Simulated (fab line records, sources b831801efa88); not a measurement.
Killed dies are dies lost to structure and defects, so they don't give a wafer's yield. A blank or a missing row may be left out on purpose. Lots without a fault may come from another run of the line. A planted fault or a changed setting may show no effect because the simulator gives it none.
Which tool did it? | flow gf180mcu | 14 lots, 42 wafers sampled, at 5 steps of a route of 602

WHAT THE GAUGES READ, wafer by wafer
GF_STI_CD_MEAS_12: target cd 220 nm. Usual: cd_nm 219.8 nm, standard deviation 1.2.
lot  | measured    | on        | cd_nm (nm)        | flag
L674 | day 2 08:25 | cd_sem-01 | 219.5 218.9 219.8 |
L675 | day 2 13:28 | cd_sem-02 | 219.4 218.2 219.6 |
L676 | day 2 17:10 | cd_sem-02 | 219.1 219.1 219.9 |
L677 | day 2 21:37 | cd_sem-02 | 220.7 221.9 221.6 |
L678 | day 3 03:25 | cd_sem-01 | 220.6 219.0 218.1 |
L679 | day 3 07:15 | cd_sem-02 | 220.8 220.7 220.5 |
L681 | day 3 20:31 | cd_sem-01 | 220.2 218.6 219.9 |
L686 | day 4 20:49 | cd_sem-01 | 220.2 219.4 220.3 |
L689 | day 5 12:05 | cd_sem-02 | 219.5 220.5 219.8 |
L690 | day 5 16:23 | cd_sem-01 | 219.4 219.3 219.5 |
L691 | day 5 21:34 | cd_sem-02 | 220.8 220.3 221.4 |
L692 | day 6 04:20 | cd_sem-01 | 217.8 219.4 217.9 |
L695 | day 6 18:10 | cd_sem-01 | 221.5 220.3 220.6 |
L696 | day 6 23:22 | cd_sem-01 | 218.3 217.7 218.4 |

GF_VT_IMPLANT_OVL_MEAS_29. Usual: VT_IMPLANT_02_OVL -0.7 nm, standard deviation 1.4.
lot  | measured     | on         | VT_IMPLANT_02_OVL (nm) | flag
L674 | day 7 06:14  | overlay-02 | -0.7 0.8 -0.9          |
L675 | day 7 12:28  | overlay-02 | -0.2 -1.1 1.3          |
L676 | day 7 14:37  | overlay-02 | -2.5 -2.9 -2.1         |
L677 | day 7 22:40  | overlay-02 | -0.7 -2.7 -1.5         |
L678 | day 8 07:40  | overlay-01 | -0.4 -0.9 -0.6         |
L679 | day 8 10:29  | overlay-01 | -2.5 -2.7 -2.2         |
L681 | day 9 05:37  | overlay-01 | -0.5 -1.4 -0.9         |
L686 | day 10 08:52 | overlay-02 | -0.4 0.7 -0.4          |
L689 | day 11 04:25 | overlay-01 | -1.8 -2.1 -1.6         |
L690 | day 11 10:43 | overlay-02 | 0.1 0.4 0.5            |
L691 | day 11 16:19 | overlay-01 | -3.6 -2.7 -0.9         |
L692 | day 12 00:13 | overlay-02 | -1.7 -1.4 -1.4         |
L695 | day 12 20:04 | overlay-02 | -0.6 -0.2 -0.1         |
L696 | day 13 01:35 | overlay-02 | -0.3 -0.3 1.8          |

GF_VT_IMPLANT_TW_MEAS_32. Usual: VT_IMPLANT_3_TW 268.5, standard deviation 1.2.
lot  | measured     | on            | VT_IMPLANT_3_TW   | flag
L674 | day 7 06:31  | film_metro-04 | 268.4 269.6 269.8 |
L675 | day 7 12:45  | film_metro-04 | 270.6 268.7 269.7 |
L676 | day 7 14:54  | film_metro-01 | 269.6 269.7 269.6 |
L677 | day 7 22:57  | film_metro-04 | 270.6 269.5 270.2 |
L678 | day 8 07:57  | film_metro-03 | 267.4 268.2 268.6 |
L679 | day 8 10:46  | film_metro-04 | 267.2 267.5 267.6 |
L681 | day 9 05:54  | film_metro-04 | 269.3 268.5 267.9 |
L686 | day 10 09:09 | film_metro-03 | 269.0 267.2 267.7 |
L689 | day 11 04:43 | film_metro-03 | 266.9 268.4 270.0 |
L690 | day 11 11:01 | film_metro-04 | 269.5 269.7 270.2 |
L691 | day 11 16:36 | film_metro-03 | 266.3 265.6 264.8 |
L692 | day 12 00:31 | film_metro-03 | 268.3 268.0 267.0 |
L695 | day 12 20:21 | film_metro-03 | 268.2 268.5 266.8 |
L696 | day 13 01:52 | film_metro-03 | 266.4 268.0 267.1 |

GF_VT_IMPLANT_TW_MEAS_43. Usual: VT_IMPLANT_4_TW 691, standard deviation 3.7.
lot  | measured     | on            | VT_IMPLANT_4_TW | flag
L674 | day 7 22:04  | film_metro-01 | 693 692 690     |
L675 | day 8 04:54  | film_metro-04 | 689 690 688     |
L676 | day 8 07:03  | film_metro-04 | 692 689 691     |
L677 | day 8 15:18  | film_metro-04 | 690 688 692     |
L678 | day 9 00:18  | film_metro-04 | 688 690 687     |
L679 | day 9 03:34  | film_metro-04 | 695 691 694     |
L681 | day 9 22:57  | film_metro-04 | 691 691 688     |
L686 | day 11 03:00 | film_metro-04 | 666 667 665     | OFF
L689 | day 12 00:13 | film_metro-04 | 689 686 692     |
L690 | day 12 06:16 | film_metro-03 | 664 663 665     | OFF
L691 | day 12 11:36 | film_metro-01 | 694 701 696     |
L692 | day 12 20:40 | film_metro-01 | 694 696 698     |
L695 | day 13 16:45 | film_metro-03 | 690 686 689     |
L696 | day 13 21:55 | film_metro-04 | 696 695 694     |

WHICH TOOL RAN EACH LOT (tool, then ch and the chambers of the sampled wafers, then the start)
lot  | GF_VT_IMPLANT_IMPLANT_41
L674 | implanter-01 ch 0, day 7 21:51
L675 | implanter-02 ch 0, day 8 04:39
L676 | implanter-03 ch 0, day 8 06:48
L677 | implanter-01 ch 0, day 8 15:03
L678 | implanter-02 ch 0, day 9 00:03
L679 | implanter-03 ch 0, day 9 03:21
L681 | implanter-02 ch 0, day 9 22:42
L686 | implanter-02 ch 0, day 11 02:45
L689 | implanter-03 ch 0, day 11 23:59
L690 | implanter-02 ch 0, day 12 06:01
L691 | implanter-01 ch 0, day 12 11:21
L692 | implanter-03 ch 0, day 12 20:25
L695 | implanter-01 ch 0, day 13 16:30
L696 | implanter-01 ch 0, day 13 21:42
- GF_VT_IMPLANT_IMPLANT_41

WHAT THE TOOLS THEMSELVES READ (means of the sampled wafers that have a number; where no wafer has one, the mark that the record gives instead)
GF_VT_IMPLANT_IMPLANT_41. Usual: beam_energy_keV 70.000, standard deviation 0.021.
lot  | tool         | beam_energy_keV | flag
L674 | implanter-01 | 70.007          |
L675 | implanter-02 | 70.010          |
L676 | implanter-03 | 69.978          |
L677 | implanter-01 | 69.989          |
L678 | implanter-02 | 69.977          |
L679 | implanter-03 | 69.982          |
L681 | implanter-02 | 70.000          |
L686 | implanter-02 | 61.765          | OFF
L689 | implanter-03 | 69.993          |
L690 | implanter-02 | 61.795          | OFF
L691 | implanter-01 | 69.986          |
L692 | implanter-03 | 69.992          |
L695 | implanter-01 | 69.998          |
L696 | implanter-01 | 69.985          |

THE ANSWER, worked out from the rows above alone
Rule: a lot is off if the mean of its wafers that have a number lies more than 3 standard deviations from the usual mean. A lot without any number at a reading at which 4 lots or more have one is off too. The other lots that the step has rows for count as sound. The gauges are gone through in route order, then the tools' own readings, and for those a lot's mean is taken as printed above. The first step at which some lot is off is used, and at that step the reading that is off furthest; a lot without a number counts as furthest.
Off: L686, L690, at GF_VT_IMPLANT_TW_MEAS_43 (VT_IMPLANT_4_TW).
A tool fits if, at a process step before that reading, it ran every lot that is off, and no sound lot after the first of them. The gauges at GF_VT_IMPLANT_TW_MEAS_43 aren't tried: what is off there is off at GF_VT_IMPLANT_IMPLANT_41 too, on other tools, and a gauge's error can't cause that. One fits: implanter-02 at GF_VT_IMPLANT_IMPLANT_41. Its last sound lot is L681 (day 9 22:42), its first lot that is off L686 (day 11 02:45): a fault that began between those two fits.
The tool's own readings at GF_VT_IMPLANT_IMPLANT_41 bear it out: on the lots that are off they differ by more than 5 times the standard deviation of the sound lots' means. beam_energy_keV reads 61.780 there against 69.991 on the sound lots.

WHAT THE SIMULATOR HAD PUT IN
Process parameter drift: implanter-02, from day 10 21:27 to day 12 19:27, at GF_VT_IMPLANT_IMPLANT_41. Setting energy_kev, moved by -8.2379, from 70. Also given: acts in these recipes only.
Lots struck among those shown: L686, L690. The rule above found the same.
